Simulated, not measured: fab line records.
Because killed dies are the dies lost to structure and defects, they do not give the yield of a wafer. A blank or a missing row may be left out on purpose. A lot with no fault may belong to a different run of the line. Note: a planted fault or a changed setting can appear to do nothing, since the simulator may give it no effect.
Struck lot and sound lot, side by side / flow sfq_line / 13 out of 325 route steps
Sound: these wafers, L723.1, L723.4, L723.5. Struck: wafer L729.4 (left out: L729.1, a lot-mate that was not struck); the cause follows at the end.
Each step with rows lists, per side, the tool, then ch with its chambers, then its first start. Under that, the readings that differ: sound wafers / struck wafers / difference of the means / sigmas: that difference in standard deviations of wafers without a fault.
alike: a reading whose means differ by less than 2 such deviations, as well as words and numbers matching on both sides. not compared: withheld readings; readings where some wafer has no value; bounds like >300 that might hide an equal value; numbers whose values overlap and for which the record gives no deviation.
A row with sigmas, a row that says differs or no value, or rows on one side alone: a step with any of these is where the two part. When numbers do not overlap yet have no deviation, they are printed without sigmas and do not part them. A reading that every wafer of one side lacks parts them only if that side has two wafers or more.

first, 1 step without rows for these wafers: SFQ_TRILAYER_M6_DEP_PRE_CLEAN_158 (time 22.5 s).
SFQ_TRILAYER_M6_DEP_SPUTTER_157: material Nb, target thk 200 nm, time 133.3 s.
  sound on pvd_sputter-06, day 65 01:05; struck on pvd_sputter-04, day 67 05:04
  alike: chamber_pressure_pa, throttle_valve_pct
SFQ_M6_RS_MEAS_938: measures by four-point-probe.
  sound on film_metro-03, day 65 01:11; struck on film_metro-01, day 67 05:09
  alike: M6_NB_RS
then, 6 steps without rows for these wafers: SFQ_TRILAYER_M6_LITHO_COAT_164 (resist thk 62 nm); SFQ_TRILAYER_M6_LITHO_COAT_159 (resist thk 600 nm); SFQ_TRILAYER_M6_LITHO_SOFTBAKE_163; SFQ_TRILAYER_M6_LITHO_EXPOSE_160 (exposes mask M6, target cd 500 nm); SFQ_TRILAYER_M6_LITHO_PEB_162 (peb time 60 s); SFQ_TRILAYER_M6_LITHO_DEVELOP_161 (time 60 s).
-- the record jumps here: 3 days lie between the struck wafers' starts before and after --
SFQ_M6_OVL_MEAS_940:
  sound on overlay-01, day 68 16:33; struck on overlay-02, day 70 13:37
  alike: M6_OVL
SFQ_TRILAYER_M6_BARC_OPEN_METAL_ETCH_206: etches BARC in O2, target depth 125 nm, time 41.7 s.
  sound on rie_metal-01 ch 0,1, day 68 16:35; struck on rie_metal-01 ch 1, day 70 13:40
  alike: bias_w, drypump_motor_current_A, oes_product_au
  not compared: rf_hours_counter_h
SFQ_TRILAYER_M6_ETCH_METAL_ETCH_162: etches Nb in Cl2/Ar, stops on SiO2, target depth 240 nm, time 120 s.
  sound on rie_metal-01 ch 0,1, day 68 16:38; struck on rie_metal-01 ch 1, day 70 13:43
reading=model.KrF_of_TRILAYER_M6_LITHO_COAT_159.thk_nm (nm); sound=386.4 385.3 387.6; struck=403.5; difference=+17.1; sigmas=
  alike: bias_w, drypump_motor_current_A, oes_product_au
  not compared: rf_hours_counter_h
SFQ_TRILAYER_M6_STRIP_STRIP_163: strips in O2.
  sound on rie_metal-01 ch 0,1, day 68 16:46; struck on rie_metal-01 ch 1, day 70 13:51
  alike: drypump_motor_current_A, oes_product_au
  not compared: rf_hours_counter_h

WHERE THEY PART
Nowhere in this record.

WHY: what the simulator had put in
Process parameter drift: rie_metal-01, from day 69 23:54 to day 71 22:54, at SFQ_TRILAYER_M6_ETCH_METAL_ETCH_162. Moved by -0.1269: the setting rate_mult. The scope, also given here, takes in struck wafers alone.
